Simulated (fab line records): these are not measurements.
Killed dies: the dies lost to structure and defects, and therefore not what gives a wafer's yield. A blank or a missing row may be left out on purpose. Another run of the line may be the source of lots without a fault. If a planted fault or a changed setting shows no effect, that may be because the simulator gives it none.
Check for tools in common / flow sky130 / Sample size 12 lots and 42 wafers

== THE REASON FOR OPENING IT ==
Of 12 lots, 2 have the reading NWELL_OXIDATION_THK flagged at SKY_NWELL_THK_MEAS_02. No-fault wafers: 10.07 nm, standard deviation 0.14.
Rule: a lot is flagged in two cases, either no wafer of it has a number, or all its wafers with numbers fall more than 4 standard deviations from that mean. The other lots count as sound.

lot=L170; measured=day 2 16:53; on=film_metro-01; NWELL_OXIDATION_THK (nm), wafer by wafer=10.10 10.10 10.06; flag=
lot=L171; measured=day 2 22:13; on=film_metro-04; NWELL_OXIDATION_THK (nm), wafer by wafer=9.90 9.97 10.10; flag=
lot=L175; measured=day 3 20:43; on=film_metro-03; NWELL_OXIDATION_THK (nm), wafer by wafer=10.03 10.07 9.97; flag=
lot=L176; measured=day 4 01:07; on=film_metro-04; NWELL_OXIDATION_THK (nm), wafer by wafer=10.15 10.11 10.29; flag=
lot=L177; measured=day 4 04:55; on=film_metro-01; NWELL_OXIDATION_THK (nm), wafer by wafer=10.07 10.22 10.20; flag=
lot=L178; measured=day 4 09:48; on=film_metro-01; NWELL_OXIDATION_THK (nm), wafer by wafer=9.88 9.99 9.84; flag=
lot=L179; measured=day 4 16:24; on=film_metro-03; NWELL_OXIDATION_THK (nm), wafer by wafer=9.98 9.94 10.16; flag=
lot=L180; measured=day 4 23:07; on=film_metro-04; NWELL_OXIDATION_THK (nm), wafer by wafer=16.52 16.54 16.45 16.51 16.53 16.42; flag=FLAGGED
lot=L181; measured=day 5 04:44; on=film_metro-04; NWELL_OXIDATION_THK (nm), wafer by wafer=9.93 9.87 9.73; flag=
lot=L182; measured=day 5 10:07; on=film_metro-03; NWELL_OXIDATION_THK (nm), wafer by wafer=9.70 9.78 9.89; flag=
lot=L189; measured=day 7 00:52; on=film_metro-03; NWELL_OXIDATION_THK (nm), wafer by wafer=16.23 16.64 16.24 16.19 16.60 16.12; flag=FLAGGED
lot=L190; measured=day 7 03:08; on=film_metro-04; NWELL_OXIDATION_THK (nm), wafer by wafer=9.88 9.99 10.03; flag=
On average the flagged lots' numbers are 16.42 nm, which is +6.35 nm against the usual, or +45 standard deviations.

== WHICH TOOL RAN EACH LOT ==
2 process steps preceding the reading are held in the record, out of 708 steps in the route. Cell contents, in order: the tool; ch with the chambers the sampled wafers went through; the start.
lot=L170; flag=; SKY_FIELD_ISO_ETCH_14=rie_diel-04 ch 0,3, day 2 09:58; SKY_NWELL_OXIDATION_01=furnace-01 ch 0, day 2 15:29
lot=L171; flag=; SKY_FIELD_ISO_ETCH_14=rie_diel-04 ch 0,1, day 2 15:25; SKY_NWELL_OXIDATION_01=furnace-02 ch 0, day 2 20:48
lot=L175; flag=; SKY_FIELD_ISO_ETCH_14=rie_diel-03 ch 1,2, day 3 11:53; SKY_NWELL_OXIDATION_01=furnace-02 ch 0, day 3 19:18
lot=L176; flag=; SKY_FIELD_ISO_ETCH_14=rie_diel-03 ch 2,3, day 3 16:41; SKY_NWELL_OXIDATION_01=furnace-02 ch 0, day 3 23:43
lot=L177; flag=; SKY_FIELD_ISO_ETCH_14=rie_diel-03 ch 0,2,3, day 3 22:26; SKY_NWELL_OXIDATION_01=furnace-01 ch 0, day 4 03:32
lot=L178; flag=; SKY_FIELD_ISO_ETCH_14=rie_diel-02 ch 0,2, day 4 03:14; SKY_NWELL_OXIDATION_01=furnace-01 ch 0, day 4 08:25
lot=L179; flag=; SKY_FIELD_ISO_ETCH_14=rie_diel-03 ch 2,3, day 4 08:00; SKY_NWELL_OXIDATION_01=furnace-02 ch 0, day 4 15:00
lot=L180; flag=FLAGGED; SKY_FIELD_ISO_ETCH_14=rie_diel-03 ch 0,1,2, day 4 15:00; SKY_NWELL_OXIDATION_01=furnace-01 ch 0, day 4 20:01 and furnace-02 ch 0, day 4 21:44
lot=L181; flag=; SKY_FIELD_ISO_ETCH_14=rie_diel-04 ch 1,2,3, day 4 19:12; SKY_NWELL_OXIDATION_01=furnace-02 ch 0, day 5 03:20
lot=L182; flag=; SKY_FIELD_ISO_ETCH_14=rie_diel-03 ch 0,2,3, day 5 00:21; SKY_NWELL_OXIDATION_01=furnace-01 ch 0, day 5 08:42
lot=L189; flag=FLAGGED; SKY_FIELD_ISO_ETCH_14=rie_diel-03 ch 1,2, day 6 14:28; SKY_NWELL_OXIDATION_01=furnace-01 ch 0, day 6 21:17 and furnace-02 ch 0, day 6 23:24
lot=L190; flag=; SKY_FIELD_ISO_ETCH_14=rie_diel-04 ch 0,2,3, day 6 19:03; SKY_NWELL_OXIDATION_01=furnace-01 ch 0, day 7 01:43
What is done by these steps:
- SKY_FIELD_ISO_ETCH_14: etches BARC in N2/H2, stops on SiO2, time 45.9 s, target depth 60 nm.
- SKY_NWELL_OXIDATION_01: stabilise 600 s, purge 300 s, target thk 10 nm.
- SKY_NWELL_THK_MEAS_02

== FLAGGED AGAINST TOTAL, ONE TOOL AT A TIME (gauges that did the reading follow at the end) ==
step=SKY_FIELD_ISO_ETCH_14; tool=rie_diel-02; lots run=1; flagged=0; share of the flagged lots=none; sound lots run after its first flagged lot=-
step=SKY_FIELD_ISO_ETCH_14; tool=rie_diel-03; lots run=7; flagged=2; share of the flagged lots=all; sound lots run after its first flagged lot=1 (L182)
step=SKY_FIELD_ISO_ETCH_14; tool=rie_diel-04; lots run=4; flagged=0; share of the flagged lots=none; sound lots run after its first flagged lot=-
step=SKY_NWELL_OXIDATION_01; tool=furnace-01; lots run=7; flagged=2; share of the flagged lots=all; sound lots run after its first flagged lot=2 (L182,L190)
step=SKY_NWELL_OXIDATION_01; tool=furnace-02; lots run=7; flagged=2; share of the flagged lots=all; sound lots run after its first flagged lot=1 (L181)
step=SKY_NWELL_THK_MEAS_02; tool=film_metro-01; lots run=3; flagged=0; share of the flagged lots=none; sound lots run after its first flagged lot=-
step=SKY_NWELL_THK_MEAS_02; tool=film_metro-03; lots run=4; flagged=1; share of the flagged lots=some; sound lots run after its first flagged lot=0
step=SKY_NWELL_THK_MEAS_02; tool=film_metro-04; lots run=5; flagged=1; share of the flagged lots=some; sound lots run after its first flagged lot=2 (L181,L190)

== THE TABLE: WHAT IT ALLOWS ==
Rows of the table that ran every flagged lot, 3 in all: rie_diel-03 at SKY_FIELD_ISO_ETCH_14, furnace-01 at SKY_NWELL_OXIDATION_01, furnace-02 at SKY_NWELL_OXIDATION_01.
- rie_diel-03 at SKY_FIELD_ISO_ETCH_14 ran 7 lots, 2 of them flagged. After the first flagged lot (L182), sound lots still ran on it; a lasting fault on the whole tool would not permit that.
- furnace-01 at SKY_NWELL_OXIDATION_01 ran 7 lots, 2 of them flagged. After the first flagged lot (L182, L190), sound lots still ran on it; a lasting fault on the whole tool would not permit that.
- furnace-02 at SKY_NWELL_OXIDATION_01 ran 7 lots, 2 of them flagged. After the first flagged lot (L181), sound lots still ran on it; a lasting fault on the whole tool would not permit that.
Not one row of the table ran every flagged lot while running no sound lot after the first.

== WHAT THE SIMULATOR HAD INSERTED ==
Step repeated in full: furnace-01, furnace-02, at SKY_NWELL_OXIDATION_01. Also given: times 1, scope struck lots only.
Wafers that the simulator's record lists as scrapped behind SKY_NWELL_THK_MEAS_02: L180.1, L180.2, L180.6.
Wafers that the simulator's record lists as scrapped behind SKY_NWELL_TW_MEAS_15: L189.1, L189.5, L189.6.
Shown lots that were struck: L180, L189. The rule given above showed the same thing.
